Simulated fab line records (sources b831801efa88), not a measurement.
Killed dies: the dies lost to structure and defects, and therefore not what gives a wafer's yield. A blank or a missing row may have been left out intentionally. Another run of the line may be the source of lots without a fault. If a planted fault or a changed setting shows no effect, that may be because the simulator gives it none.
fab line records	flow gf180mcu
record lots=24	wafers=72	lastDay=34
route steps=602 shown V1@360 M2@367 V3@451 MIM@504
lots untouched by any fault: they come from a run of this same line in which no faults occurred
startH: hours from the record's opening day to when the first of the lot's shown wafers began	waitH: time in hours since the lot's previous step	" same as the row above	L1.1+2: a row that stands for several wafers	- no value, or no start was given	* or withheld: withheld	< > ~ a bound
route shown NAME@n: names a module that has steps shown in the file, with the first one's number in the route	usual: average and standard deviation across the fault-free wafers	same: alike in all rows	chamber/n: place in a boat	sites: per-site readings	_std_site: standard deviation across them	_edge_site: inner sites' mean taken away from outer sites' mean	radiusMm: how far each site lies from the wafer's centre	mask NAME#n: copy n	behind: tool/chamber where the wafer was last shaped	hold: why the lot was held/for how many hours/how that ended	device: whichever transistor did not switch (one of n, p or np)	end of line: at the end of the route, the tests of the same wafers	step lacking rows: just its recipe	killed: dies that structure and defects cost at the first sort, which is not the same as the wafer's yield	map: a wafer's dies, marking killed ones x, the rest . and places with no die _
set.NAME: the setting that was run; set.NAME@STEP: the one run at that earlier step	model.NAME: the simulator's own value behind a step, which no gauge read
a sample of lots followed through the steps of the route, with each step as a table and each wafer as a row
services: a tool's chamber out of use, with start hour (startH, from the record's first day; less than 0 if before it), hours out, and reason
## steps
# step GF_V1_THK_MEAS_25
# recipe thkMeasGauge=xrf	reads=W_of_V1_CVD_23
# usual V1_W_THK=334/4.5
lot.wafer	tool	chamber	startH	waitH	V1_W_THK[nm]
L074.4	filmMetro-04	-	402.26	0.1	330
L074.5	"	-	"	"	337
L074.6	"	-	"	"	335
L075.1	filmMetro-04	-	436.33	0.1	335
L075.3	"	-	"	"	335
L075.5	"	-	"	"	334
L076.1	filmMetro-04	-	443.74	0.1	327
L076.2	"	-	"	"	328
L076.4	"	-	"	"	325
L077.2	filmMetro-04	-	447.32	0.1	327
L077.3	"	-	"	"	328
L077.5	"	-	"	"	330
L078.1	filmMetro-04	-	453.85	0.1	336
L078.3	"	-	"	"	335
L078.6	"	-	"	"	341
L079.1	filmMetro-04	-	461.75	0.1	339
L079.4	"	-	"	"	339
L079.6	"	-	"	"	342
L080.1	filmMetro-03	-	468.71	0.1	339
L080.3	"	-	"	"	339
L080.6	"	-	"	"	338
L081.3	filmMetro-02	-	481.54	0.1	327
L081.4	"	-	"	"	334
L081.5	"	-	"	"	331
L083.1	filmMetro-03	-	500.20	0.1	328
L083.4	"	-	"	"	330
L083.6	"	-	"	"	332
L082.2	filmMetro-04	-	502.15	0.1	329
L082.3	"	-	"	"	327
L082.5	"	-	"	"	328
L084.4	filmMetro-02	-	504.52	0.1	335
L084.5	"	-	"	"	339
L084.6	"	-	"	"	345
L085.1	filmMetro-02	-	514.94	0.1	334
L085.3	"	-	"	"	340
L085.6	"	-	"	"	338
L086.1	filmMetro-03	-	518.26	0.1	342
L086.2	"	-	"	"	333
L086.6	"	-	"	"	333
L087.1	filmMetro-02	-	536.13	0.1	330
L087.5	"	-	"	"	333
L087.6	"	-	"	"	337
L088.1	filmMetro-02	-	541.71	0.1	336
L088.2	"	-	"	"	329
L088.5	"	-	"	"	331
L089.3	filmMetro-04	-	549.01	0.1	327
L089.4	"	-	"	"	331
L089.6	"	-	"	"	330
L090.1	filmMetro-02	-	551.79	0.1	332
L090.5	"	-	"	"	337
L090.6	"	-	"	"	334
L091.1	filmMetro-04	-	566.24	0.1	330
L091.5	"	-	"	"	338
L091.6	"	-	"	"	331
L092.2	filmMetro-02	-	580.62	0.1	327
L092.3	"	-	"	"	337
L092.5	"	-	"	"	338
L093.3	filmMetro-04	-	586.00	0.1	327
L093.5	"	-	"	"	327
L093.6	"	-	"	"	331
L094.3	filmMetro-04	-	590.75	0.1	337
L094.5	"	-	"	"	340
L094.6	"	-	"	"	334
L095.1	filmMetro-03	-	595.70	0.1	333
L095.5	"	-	"	"	337
L095.6	"	-	"	"	336
L096.1	filmMetro-03	-	598.45	0.1	336
L096.4	"	-	"	"	336
L096.6	"	-	"	"	335
L097.2	filmMetro-03	-	602.86	0.1	328
L097.3	"	-	"	"	330
L097.6	"	-	"	"	328
# step GF_M2_RS_MEAS_05
# recipe thkMeasGauge=four-point-probe	reads=TiN_of_M2_SPUTTER_04+Ti_of_M2_SPUTTER_03+AlCu_of_M2_SPUTTER_02+TiN_of_M2_SPUTTER_01+Ti_of_M2_SPUTTER_00
# usual M2_ALCU_RS=0.0692/0.00095
lot.wafer	tool	chamber	startH	waitH	M2_ALCU_RS[ohm/sq]
L074.4	filmMetro-02	-	402.87	0.1	0.0685
L074.5	"	-	"	"	0.0689
L074.6	"	-	"	"	0.0681
L075.1	filmMetro-02	-	436.91	0.0	0.0693
L075.3	"	-	"	"	0.0694
L075.5	"	-	"	"	0.0691
L076.1	filmMetro-04	-	444.32	0.0	0.0691
L076.2	"	-	"	"	0.0693
L076.4	"	-	"	"	0.0696
L077.2	filmMetro-01	-	447.91	0.0	0.0691
L077.3	"	-	"	"	0.0705
L077.5	"	-	"	"	0.0696
L078.1	filmMetro-02	-	454.43	0.0	0.0701
L078.3	"	-	"	"	0.0694
L078.6	"	-	"	"	0.0687
L079.1	filmMetro-04	-	462.33	0.0	0.0709
L079.4	"	-	"	"	0.0693
L079.6	"	-	"	"	0.0691
L080.1	filmMetro-02	-	469.29	0.0	0.0695
L080.3	"	-	"	"	0.0710
L080.6	"	-	"	"	0.0705
L081.3	filmMetro-02	-	482.14	0.1	0.0696
L081.4	"	-	"	"	0.0691
L081.5	"	-	"	"	0.0695
L083.1	filmMetro-04	-	500.79	0.0	0.0710
L083.4	"	-	"	"	0.0707
L083.6	"	-	"	"	0.0715
L082.2	filmMetro-01	-	502.74	0.0	0.0694
L082.3	"	-	"	"	0.0700
L082.5	"	-	"	"	0.0700
L084.4	filmMetro-02	-	505.13	0.1	0.0692
L084.5	"	-	"	"	0.0676
L084.6	"	-	"	"	0.0702
L085.1	filmMetro-01	-	515.52	0.0	0.0701
L085.3	"	-	"	"	0.0689
L085.6	"	-	"	"	0.0683
L086.1	filmMetro-02	-	518.84	0.0	0.0689
L086.2	"	-	"	"	0.0704
L086.6	"	-	"	"	0.0703
L087.1	filmMetro-01	-	536.71	0.0	0.0695
L087.5	"	-	"	"	0.0695
L087.6	"	-	"	"	0.0690
L088.1	filmMetro-04	-	542.29	0.0	0.0707
L088.2	"	-	"	"	0.0715
L088.5	"	-	"	"	0.0718
L089.3	filmMetro-02	-	549.61	0.1	0.0683
L089.4	"	-	"	"	0.0696
L089.6	"	-	"	"	0.0691
L090.1	filmMetro-04	-	552.37	0.0	0.0702
L090.5	"	-	"	"	0.0683
L090.6	"	-	"	"	0.0694
L091.1	filmMetro-02	-	566.82	0.0	0.0690
L091.5	"	-	"	"	0.0690
L091.6	"	-	"	"	0.0674
L092.2	filmMetro-04	-	581.21	0.0	0.0705
L092.3	"	-	"	"	0.0693
L092.5	"	-	"	"	0.0706
L093.3	filmMetro-01	-	586.60	0.1	0.0681
L093.5	"	-	"	"	0.0679
L093.6	"	-	"	"	0.0684
L094.3	filmMetro-01	-	591.35	0.1	0.0685
L094.5	"	-	"	"	0.0689
L094.6	"	-	"	"	0.0699
L095.1	filmMetro-02	-	596.28	0.0	0.0685
L095.5	"	-	"	"	0.0671
L095.6	"	-	"	"	0.0694
L096.1	filmMetro-02	-	599.30	0.0	0.0696
L096.4	"	-	"	"	0.0685
L096.6	"	-	"	"	0.0680
L097.2	filmMetro-01	-	603.46	0.0	0.0682
L097.3	"	-	"	"	0.0669
L097.6	"	-	"	"	0.0683
# step GF_V3_SPUTTER_22
# recipe material=TiN	targetThkNm=10	chamberPressurePa=5	powerW=4000	timeS=40
# usual chamberPressurePa=5.000/0.011	throttleValvePct=30.2/0.77
lot.wafer	tool	chamber	startH	waitH	chamberPressurePa	throttleValvePct
L074.4	pvdSputter-04	-	504.82	0.0	5.006	30.1
L074.5	"	-	"	"	5.010	29.8
L074.6	"	-	"	"	5.005	30.1
L075.1	pvdSputter-01	-	536.87	0.0	4.979	30.4
L075.3	"	-	"	"	5.002	30.4
L075.5	"	-	"	"	5.011	30.7
L076.1	pvdSputter-01	-	544.28	0.0	4.988	30.4
L076.2	"	-	"	"	4.996	30.7
L076.4	"	-	"	"	4.974	30.0
L077.2	pvdSputter-02	-	547.62	0.0	5.000	28.4
L077.3	"	-	"	"	4.994	30.2
L077.5	"	-	"	"	5.004	30.3
L078.1	pvdSputter-02	-	554.19	0.0	4.984	30.7
L078.3	"	-	"	"	4.996	31.5
L078.6	"	-	"	"	4.989	30.4
L079.1	pvdSputter-04	-	559.73	0.0	4.994	29.9
L079.4	"	-	"	"	4.994	31.3
L079.6	"	-	"	"	4.999	31.4
L080.1	pvdSputter-04	-	567.04	0.0	4.995	30.0
L080.3	"	-	"	"	5.014	31.3
L080.6	"	-	"	"	5.000	29.4
L081.3	pvdSputter-04	-	578.95	0.0	4.986	29.6
L081.4	"	-	"	"	4.988	29.9
L081.5	"	-	"	"	4.997	30.2
L083.1	pvdSputter-01	-	596.41	0.0	4.999	30.4
L083.4	"	-	"	"	5.000	30.0
L083.6	"	-	"	"	5.011	30.6
L082.2	pvdSputter-04	-	597.82	0.0	4.996	29.7
L082.3	"	-	"	"	5.009	29.4
L082.5	"	-	"	"	4.994	29.7
L084.4	pvdSputter-04	-	599.74	0.0	4.992	30.2
L084.5	"	-	"	"	5.005	29.4
L084.6	"	-	"	"	5.003	31.3
L085.1	pvdSputter-04	-	608.94	0.0	4.985	30.1
L085.3	"	-	"	"	5.001	31.5
L085.6	"	-	"	"	4.987	29.8
L086.1	pvdSputter-04	-	610.73	0.0	5.024	31.3
L086.2	"	-	"	"	5.007	30.1
L086.6	"	-	"	"	5.030	30.0
L087.1	pvdSputter-02	-	626.47	0.0	5.011	28.4
L087.5	"	-	"	"	5.001	31.3
L087.6	"	-	"	"	5.010	30.2
L088.1	pvdSputter-04	-	632.20	0.0	4.977	29.8
L088.2	"	-	"	"	5.003	30.0
L088.5	"	-	"	"	5.021	30.4
L089.3	pvdSputter-02	-	640.88	0.0	4.993	30.4
L089.4	"	-	"	"	5.008	31.5
L089.6	"	-	"	"	5.002	30.2
L090.1	pvdSputter-01	-	641.01	0.0	5.015	30.4
L090.5	"	-	"	"	5.031	30.4
L090.6	"	-	"	"	5.004	30.5
L091.1	pvdSputter-01	-	654.55	0.0	4.996	30.2
L091.5	"	-	"	"	5.008	30.5
L091.6	"	-	"	"	4.981	30.0
L092.2	pvdSputter-01	-	667.82	0.0	4.993	30.5
L092.3	"	-	"	"	5.028	30.3
L092.5	"	-	"	"	4.997	30.5
L093.3	pvdSputter-01	-	671.40	0.0	4.990	30.6
L093.5	"	-	"	"	4.996	30.6
L093.6	"	-	"	"	4.987	30.3
L094.3	pvdSputter-04	-	676.47	0.0	4.998	31.1
L094.5	"	-	"	"	5.005	29.7
L094.6	"	-	"	"	4.998	29.9
L095.1	pvdSputter-02	-	681.12	0.0	4.998	28.9
L095.5	"	-	"	"	4.985	28.3
L095.6	"	-	"	"	4.997	30.3
L096.1	pvdSputter-02	-	683.33	0.0	5.018	28.4
L096.4	"	-	"	"	5.007	31.6
L096.6	"	-	"	"	4.988	30.4
L097.2	pvdSputter-02	-	687.32	0.0	5.002	31.6
L097.3	"	-	"	"	4.987	30.5
L097.6	"	-	"	"	5.019	30.5
# step GF_V3_CVD_23
# recipe material=W	targetThkNm=350	timeS=104.9	tempC=400	pressureTorr=40
# usual heaterPowerW=854/92	susceptorTempC=399.96/0.22
lot.wafer	tool	chamber	startH	waitH	heaterPowerW	sinceWetCleanH	susceptorTempC
L074.4	cvdW-01	1	504.98	0.1	872	-	399.94
L074.5	"	1	"	"	847	-	399.69
L074.6	"	1	"	"	861	-	399.98
L075.1	cvdW-01	1	536.91	0.0	882	133	400.03
L075.3	"	1	"	"	857	-	400.32
L075.5	"	1	"	"	857	-	400.05
L076.1	cvdW-02	0	544.32	0.0	709	640	400.01
L076.2	"	1	"	"	963	640	400.03
L076.4	"	1	"	"	944	-	399.98
L077.2	cvdW-01	1	547.70	0.1	845	-	400.12
L077.3	"	1	"	"	852	-	399.58
L077.5	"	1	"	"	857	-	399.61
L078.1	cvdW-02	0	554.23	0.0	726	650	399.59
L078.3	"	0	"	"	698	-	399.63
L078.6	"	1	"	"	974	-	399.86
L079.1	cvdW-02	1	559.77	0.0	958	656	400.00
L079.4	"	1	"	"	953	-	399.94
L079.6	"	1	"	"	991	-	399.87
L080.1	cvdW-01	0	567.08	0.0	851	163	400.20
L080.3	"	0	"	"	838	-	400.14
L080.6	"	0	"	"	851	-	400.18
L081.3	cvdW-02	1	579.02	0.1	986	-	399.81
L081.4	"	0	"	"	698	-	400.02
L081.5	"	1	"	"	970	-	399.98
L083.1	cvdW-01	0	596.44	0.0	829	192	399.74
L083.4	"	1	"	"	873	-	399.59
L083.6	"	0	"	"	858	-	399.85
L082.2	cvdW-02	1	597.86	0.0	963	694	400.38
L082.3	"	1	"	"	963	-	399.73
L082.5	"	0	"	"	692	-	400.16
L084.4	cvdW-01	0	599.79	0.0	841	-	400.09
L084.5	"	0	"	"	860	-	400.21
L084.6	"	1	"	"	860	-	399.94
L085.1	cvdW-01	1	608.98	0.0	894	205	399.40
L085.3	"	1	"	"	878	-	399.58
L085.6	"	0	"	"	835	-	400.04
L086.1	cvdW-01	1	610.76	0.0	872	207	400.06
L086.2	"	0	"	"	864	207	400.00
L086.6	"	0	"	"	842	-	399.80
L087.1	cvdW-02	1	626.50	0.0	995	723	400.34
L087.5	"	0	"	"	704	-	399.72
L087.6	"	1	"	"	962	-	400.27
L088.1	cvdW-02	1	632.23	0.0	962	728	399.68
L088.2	"	0	"	"	728	728	400.05
L088.5	"	1	"	"	977	-	400.10
L089.3	cvdW-02	1	640.96	0.1	986	-	399.65
L089.4	"	0	"	"	703	-	399.79
L089.6	"	1	"	"	956	-	400.06
L090.1	cvdW-01	1	641.05	0.0	886	237	399.94
L090.5	"	1	"	"	885	-	399.74
L090.6	"	0	"	"	858	-	399.82
L091.1	cvdW-02	1	654.59	0.0	974	751	400.20
L091.5	"	1	"	"	991	-	400.04
L091.6	"	0	"	"	718	-	400.15
L092.2	cvdW-01	1	667.90	0.1	880	-	399.84
L092.3	"	1	"	"	868	-	399.87
L092.5	"	1	"	"	871	-	399.99
L093.3	cvdW-01	1	671.52	0.1	884	-	400.17
L093.5	"	1	"	"	897	-	399.99
L093.6	"	1	"	"	863	-	400.48
L094.3	cvdW-02	1	676.54	0.1	981	-	400.05
L094.5	"	1	"	"	980	-	399.98
L094.6	"	0	"	"	698	-	400.34
L095.1	cvdW-01	1	681.16	0.0	880	277	400.17
L095.5	"	1	"	"	889	-	399.93
L095.6	"	1	"	"	886	-	399.86
L096.1	cvdW-01	1	683.37	0.0	885	279	400.10
L096.4	"	1	"	"	884	-	399.93
L096.6	"	1	"	"	858	-	399.92
L097.2	cvdW-02	0	687.36	0.0	704	783	399.85
L097.3	"	1	"	"	987	-	399.93
L097.6	"	1	"	"	979	-	399.70
# step GF_MIM_SPUTTER_01
# recipe material=TiN	targetThkNm=30	powerW=6500	timeS=25	chamberPressurePa=0.4
# usual chamberPressurePa=0.4001/0.00086	throttleValvePct=30.1/0.67
lot.wafer	tool	chamber	startH	waitH	chamberPressurePa	throttleValvePct
L074.4	pvdSputter-01	-	554.59	0.1	0.4002	30.2
L074.5	"	-	"	"	0.4009	30.5
L074.6	"	-	"	"	0.3991	30.2
L075.1	pvdSputter-04	-	584.94	0.1	0.4009	31.6
L075.3	"	-	"	"	0.4015	29.8
L075.5	"	-	"	"	0.4004	30.3
L076.1	pvdSputter-01	-	592.24	0.1	0.3996	30.3
L076.2	"	-	"	"	0.4005	30.2
L076.4	"	-	"	"	0.4003	30.5
L077.2	pvdSputter-04	-	595.74	0.1	0.3984	30.1
L077.3	"	-	"	"	0.4017	31.4
L077.5	"	-	"	"	0.3996	29.9
L078.1	pvdSputter-04	-	602.07	0.1	0.3985	30.2
L078.3	"	-	"	"	0.4009	29.6
L078.6	"	-	"	"	0.3984	31.5
L079.1	pvdSputter-01	-	606.21	0.1	0.3990	30.3
L079.4	"	-	"	"	0.4003	30.4
L079.6	"	-	"	"	0.4000	30.4
L080.1	pvdSputter-01	-	613.16	0.1	0.3983	30.5
L080.3	"	-	"	"	0.4005	30.2
L080.6	"	-	"	"	0.4008	30.5
L081.3	pvdSputter-01	-	625.14	0.1	0.3989	30.2
L081.4	"	-	"	"	0.4006	30.5
L081.5	"	-	"	"	0.4000	30.4
L083.1	pvdSputter-03	-	640.78	0.1	0.4008	30.5
L083.4	"	-	"	"	0.4002	29.6
L083.6	"	-	"	"	0.3992	29.8
L082.2	pvdSputter-04	-	641.91	0.1	0.4004	31.4
L082.3	"	-	"	"	0.3989	30.0
L082.5	"	-	"	"	0.4005	30.0
L084.4	pvdSputter-03	-	644.08	0.1	0.3993	30.7
L084.5	"	-	"	"	0.4001	30.7
L084.6	"	-	"	"	0.4011	29.7
L085.1	pvdSputter-03	-	653.45	0.1	0.3993	30.4
L085.3	"	-	"	"	0.4009	29.7
L085.6	"	-	"	"	0.4003	30.3
L086.1	pvdSputter-03	-	654.69	0.1	0.4007	29.7
L086.2	"	-	"	"	0.3999	30.1
L086.6	"	-	"	"	0.3994	30.0
L087.1	pvdSputter-03	-	669.54	0.1	0.3992	29.6
L087.5	"	-	"	"	0.3990	30.7
L087.6	"	-	"	"	0.3992	29.6
L088.1	pvdSputter-01	-	675.19	0.1	0.4010	30.5
L088.2	"	-	"	"	0.3991	30.3
L088.5	"	-	"	"	0.4007	30.2
L089.3	pvdSputter-04	-	682.44	0.1	0.3995	31.4
L089.4	"	-	"	"	0.3992	29.6
L089.6	"	-	"	"	0.4012	29.5
L090.1	pvdSputter-03	-	683.20	0.1	0.3988	30.0
L090.5	"	-	"	"	0.3993	29.9
L090.6	"	-	"	"	0.4003	30.6
L091.1	pvdSputter-03	-	696.45	0.1	0.4017	30.2
L091.5	"	-	"	"	0.4003	30.2
L091.6	"	-	"	"	0.3993	30.8
L092.2	pvdSputter-03	-	709.53	0.1	0.3991	28.3
L092.3	"	-	"	"	0.4000	29.6
L092.5	"	-	"	"	0.3987	30.6
L093.3	pvdSputter-01	-	712.89	0.1	0.4000	30.4
L093.5	"	-	"	"	0.4002	30.2
L093.6	"	-	"	"	0.4014	30.2
L094.3	pvdSputter-03	-	717.30	0.1	0.3987	30.4
L094.5	"	-	"	"	0.4007	30.2
L094.6	"	-	"	"	0.4007	28.2
L095.1	pvdSputter-04	-	722.52	0.1	0.3990	30.0
L095.5	"	-	"	"	0.4007	31.5
L095.6	"	-	"	"	0.4003	29.9
L096.1	pvdSputter-04	-	724.06	0.1	0.3993	31.3
L096.4	"	-	"	"	0.4021	29.8
L096.6	"	-	"	"	0.4004	30.3
L097.2	pvdSputter-03	-	727.90	0.1	0.4012	29.9
L097.3	"	-	"	"	0.4009	29.9
L097.6	"	-	"	"	0.4000	28.3
# step GF_MIM_STRIP_20
# recipe chemistry=O2/N2	powerW=1400	pressureMtorr=1500	platenTempC=250	o2FlowSccm=3000	n2FlowSccm=300	overashFraction=0.5
# usual chamberPressureMTorr=1500.3/1.4	drypumpMotorCurrentA=6.0/0.54	heaterPowerW=331/29	oesProductAu=0.692/0.005	stripTimeToEndpointS=11.23/0.037
# same overashFraction=0.5
lot.wafer	tool	chamber	startH	waitH	chamberPressureMTorr	drypumpMotorCurrentA	heaterPowerW	oesProductAu	rfHoursCounterH	stripTimeToEndpointS
L074.4	plasmaAsher-01	0	577.25	0.1	1502.5	6.0	280	0.692	-	11.23
L074.5	"	0	"	"	1499.4	6.0	278	0.701	-	11.23
L074.6	"	1	"	"	1502.0	5.6	364	0.693	-	11.28
L075.1	plasmaAsher-02	0	605.91	0.0	1500.8	5.3	325	0.688	95	11.25
L075.3	"	0	"	"	1500.4	5.3	336	0.688	-	11.20
L075.5	"	1	"	"	1499.2	6.6	308	0.696	-	11.21
L076.1	plasmaAsher-02	0	613.46	0.0	1499.8	5.3	333	0.699	96	11.29
L076.2	"	1	"	"	1500.9	6.6	309	0.689	96	11.26
L076.4	"	1	"	"	1497.7	6.6	308	0.688	-	11.23
L077.2	plasmaAsher-02	0	616.21	0.0	1499.8	5.3	326	0.692	96	11.29
L077.3	"	1	"	"	1501.0	6.5	298	0.691	-	11.27
L077.5	"	1	"	"	1498.8	6.6	303	0.688	-	11.24
L078.1	plasmaAsher-02	0	623.21	0.0	1502.5	5.3	330	0.698	97	11.28
L078.3	"	0	"	"	1499.9	5.3	340	0.694	-	11.25
L078.6	"	0	"	"	1503.5	5.3	330	0.691	-	11.25
L079.1	plasmaAsher-01	0	627.44	0.0	1499.5	6.0	278	0.694	20	11.21
L079.4	"	0	"	"	1499.5	6.0	288	0.687	-	11.20
L079.6	"	0	"	"	1500.3	6.0	282	0.691	-	11.21
L080.1	plasmaAsher-02	1	633.89	0.0	1500.5	6.6	302	0.697	98	11.20
L080.3	"	1	"	"	1500.8	6.6	306	0.693	-	11.18
L080.6	"	1	"	"	1502.5	6.6	303	0.693	-	11.21
L081.3	plasmaAsher-01	1	645.37	0.1	1497.7	5.6	364	0.691	-	11.31
L081.4	"	0	"	"	1499.6	6.0	287	0.702	-	11.30
L081.5	"	0	"	"	1501.2	6.0	282	0.698	-	11.29
L083.1	plasmaAsher-03	0	659.74	0.0	1499.9	6.8	361	0.691	89	11.23
L083.4	"	0	"	"	1500.9	6.8	356	0.682	-	11.24
L083.6	"	0	"	"	1500.6	6.8	354	0.691	-	11.19
L082.2	plasmaAsher-02	0	662.11	0.0	1503.3	5.3	334	0.694	101	11.24
L082.3	"	0	"	"	1498.4	5.3	335	0.700	-	11.29
L082.5	"	0	"	"	1501.8	5.3	335	0.690	-	11.28
L084.4	plasmaAsher-02	1	663.74	0.1	1499.6	6.6	302	0.694	-	11.20
L084.5	"	0	"	"	1498.9	5.3	337	0.697	-	11.19
L084.6	"	1	"	"	1502.1	6.6	311	0.688	-	11.19
L085.1	plasmaAsher-02	1	672.56	0.0	1499.1	6.6	314	0.678	102	11.21
L085.3	"	1	"	"	1500.7	6.6	306	0.687	-	11.22
L085.6	"	0	"	"	1501.9	5.3	339	0.681	-	11.17
L086.1	plasmaAsher-01	0	674.21	0.0	1501.6	6.0	282	0.691	25	11.21
L086.2	"	1	"	"	1497.8	5.6	355	0.691	25	11.21
L086.6	"	0	"	"	1501.6	6.0	281	0.694	-	11.21
L087.1	plasmaAsher-03	1	688.99	0.0	1501.6	6.0	354	0.692	92	11.25
L087.5	"	0	"	"	1500.8	6.8	358	0.695	-	11.24
L087.6	"	1	"	"	1499.2	5.9	361	0.693	-	11.30
L088.1	plasmaAsher-02	0	694.09	0.0	1498.5	5.3	339	0.679	104	11.21
L088.2	"	1	"	"	1501.6	6.5	305	0.696	104	11.23
L088.5	"	1	"	"	1499.9	6.6	297	0.694	-	11.22
L089.3	plasmaAsher-02	0	702.17	0.1	1503.2	5.3	336	0.695	-	11.20
L089.4	"	1	"	"	1498.4	6.6	303	0.691	-	11.25
L089.6	"	1	"	"	1500.3	6.6	306	0.693	-	11.19
L090.1	plasmaAsher-01	0	702.81	0.1	1499.5	6.0	282	0.684	28	11.24
L090.5	"	1	"	"	1500.1	5.6	356	0.698	-	11.17
L090.6	"	0	"	"	1501.7	6.0	278	0.692	-	11.18
L091.1	plasmaAsher-03	1	714.89	0.0	1500.5	6.0	366	0.687	95	11.18
L091.5	"	0	"	"	1499.3	6.8	354	0.683	-	11.20
L091.6	"	1	"	"	1501.0	6.0	360	0.698	-	11.17
L092.2	plasmaAsher-02	0	727.56	0.0	1501.2	5.3	336	0.688	107	11.15
L092.3	"	1	"	"	1499.2	6.6	305	0.685	-	11.18
L092.5	"	1	"	"	1500.4	6.6	301	0.696	-	11.20
L093.3	plasmaAsher-03	0	730.37	0.1	1500.5	6.8	365	0.687	-	11.24
L093.5	"	1	"	"	1500.3	6.0	367	0.689	-	11.24
L093.6	"	0	"	"	1499.8	6.8	361	0.696	-	11.22
L094.3	plasmaAsher-03	1	734.94	0.1	1500.9	6.0	366	0.690	-	11.27
L094.5	"	1	"	"	1501.9	5.9	359	0.691	-	11.27
L094.6	"	0	"	"	1501.2	6.8	356	0.696	-	11.27
L095.1	plasmaAsher-03	0	741.24	0.0	1499.5	6.8	347	0.701	97	11.25
L095.5	"	1	"	"	1499.7	6.0	373	0.684	-	11.25
L095.6	"	0	"	"	1499.6	6.8	345	0.695	-	11.27
L096.1	plasmaAsher-01	0	742.21	0.1	1497.8	6.0	287	0.694	32	11.18
L096.4	"	0	"	"	1498.0	6.0	273	0.683	-	11.20
L096.6	"	1	"	"	1500.7	5.6	364	0.691	-	11.19
L097.2	plasmaAsher-03	0	745.06	0.0	1497.7	6.8	357	0.691	98	11.19
L097.3	"	0	"	"	1498.4	6.8	355	0.685	-	11.20
L097.6	"	0	"	"	1499.4	6.7	357	0.693	-	11.18
## services
tool	chamber	startH	hours	kind
pvdSputter-01	0	482.63	-	consumableReplace:kit
plasmaAsher-02	-	498.95	1.2	repair
pvdSputter-03	-	504.84	7.1	repair
plasmaAsher-02	-	509.87	2.8	pm
cvdW-02	1	523.81	10.5	repair
pvdSputter-03	-	533.03	2.6	repair
cvdW-02	-	538.04	2.3	repair
plasmaAsher-02	-	559.50	9.8	pm
pvdSputter-02	-	562.42	2.7	repair
pvdSputter-04	2	598.40	-	consumableReplace:kit
pvdSputter-04	2	598.40	18.0	scheduledDown
pvdSputter-04	2	598.40	18.0	ventCycle
cvdW-01	-	623.59	6.9	pm
cvdW-01	-	642.33	0.5	repair
plasmaAsher-01	-	647.02	1.5	repair
cvdW-01	0	653.60	74.9	repair
pvdSputter-03	-	659.12	1.7	repair
cvdW-02	-	659.24	6.0	pm
pvdSputter-01	-	691.69	2.4	repair
plasmaAsher-03	-	699.93	4.0	repair
pvdSputter-02	-	720.99	2.2	repair
plasmaAsher-02	-	733.75	9.0	pm
pvdSputter-02	-	734.46	3.9	repair
cvdW-01	-	741.15	0.7	repair
## key
fault none
